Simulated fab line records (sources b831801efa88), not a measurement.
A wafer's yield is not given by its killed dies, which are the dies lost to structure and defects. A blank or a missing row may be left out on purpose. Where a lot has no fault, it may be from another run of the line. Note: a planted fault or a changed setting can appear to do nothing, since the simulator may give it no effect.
Commonality check across tools    flow sky130    12 lots and 36 wafers in the sample

## WHAT PROMPTED THE OPENING
At SKY_VIA2_OVL_MEAS_13 the reading VIA2_OVL is flagged on 3 of 12 lots. No-fault wafers: 6 nm, standard deviation 5.7.
Rule: a lot gets a flag if all its wafers with a number sit over 4 standard deviations from that mean, or if no wafer of it has a number. All remaining lots are regarded as sound.

lot   measured      on          VIA2_OVL (nm), wafer by wafer  flag
L714  day 37 00:56  overlay-02  2 -1 -7                        
L715  day 37 02:14  overlay-02  0 5 1                          
L716  day 37 20:32  overlay-02  9 12 6                         
L717  day 37 21:38  overlay-02  -1 -5 3                        
L719  day 38 09:17  overlay-02  4 5 10                         
L718  day 38 11:02  overlay-02  9 3 10                         
L720  day 38 20:26  overlay-02  16 14 13                       
L721  day 38 21:57  overlay-02  3 1 5                          
L724  day 40 11:30  overlay-02  42 40 41                       FLAGGED
L727  day 40 23:35  overlay-01  8 -9 -2                        
L728  day 41 05:02  overlay-02  45 41 40                       FLAGGED
L729  day 41 15:14  overlay-01  37 35 35                       FLAGGED
The numbers of the flagged lots are 40 nm on average: +34 nm against the usual, or +6 standard deviations.

## WHICH TOOL RAN EACH LOT
The record holds 1 process step before the reading, out of a route of 708 steps. Cell contents, in order: the tool; ch with the chambers the sampled wafers went through; the start.
lot   flag     SKY_VIA2_EXPOSE_09
L714           krf-scanner-01 ch 0, day 36 12:20
L715           krf-scanner-01 ch 0, day 36 13:38
L716           krf-scanner-02 ch 0, day 37 07:50
L717           krf-scanner-02 ch 0, day 37 08:34
L719           krf-scanner-02 ch 0, day 37 19:43
L718           krf-scanner-01 ch 0, day 37 22:35
L720           krf-scanner-01 ch 0, day 38 07:48
L721           krf-scanner-02 ch 0, day 38 10:07
L724  FLAGGED  krf-scanner-01 ch 0, day 39 23:54
L727           krf-scanner-02 ch 0, day 40 12:17
L728  FLAGGED  krf-scanner-01 ch 0, day 40 17:36
L729  FLAGGED  krf-scanner-01 ch 0, day 41 02:59
What is done by these steps:
- SKY_VIA2_EXPOSE_09: exposes mask VIM2, target cd 200 nm.
- SKY_VIA2_OVL_MEAS_13

## FLAGGED AGAINST TOTAL, ONE TOOL AT A TIME (gauges that did the reading follow at the end)
step                  tool            lots run  flagged  share of the flagged lots  sound lots run after its first flagged lot
SKY_VIA2_EXPOSE_09    krf-scanner-01  7         3        all                        0
SKY_VIA2_EXPOSE_09    krf-scanner-02  5         0        none                       -
SKY_VIA2_OVL_MEAS_13  overlay-01      2         1        some                       0
SKY_VIA2_OVL_MEAS_13  overlay-02      10        2        some                       0

## WHAT THE TABLE PERMITS
In the table, 1 row covers all flagged lots: krf-scanner-01 at SKY_VIA2_EXPOSE_09.
- krf-scanner-01 at SKY_VIA2_EXPOSE_09 ran 7 lots, 3 of them flagged. A fault beginning between L720 (day 38 07:48), its last sound lot, and L724 (day 39 23:54), its first flagged one, fits the data.
Left over: one tool, krf-scanner-01 at SKY_VIA2_EXPOSE_09.

## WHAT THE SIMULATOR HAD PUT IN
Scanner matching overlay: krf-scanner-01, from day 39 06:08 on, at SKY_VIA2_EXPOSE_09. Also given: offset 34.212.
Lots struck among those shown: L724, L728, L729. The rule above found the same.
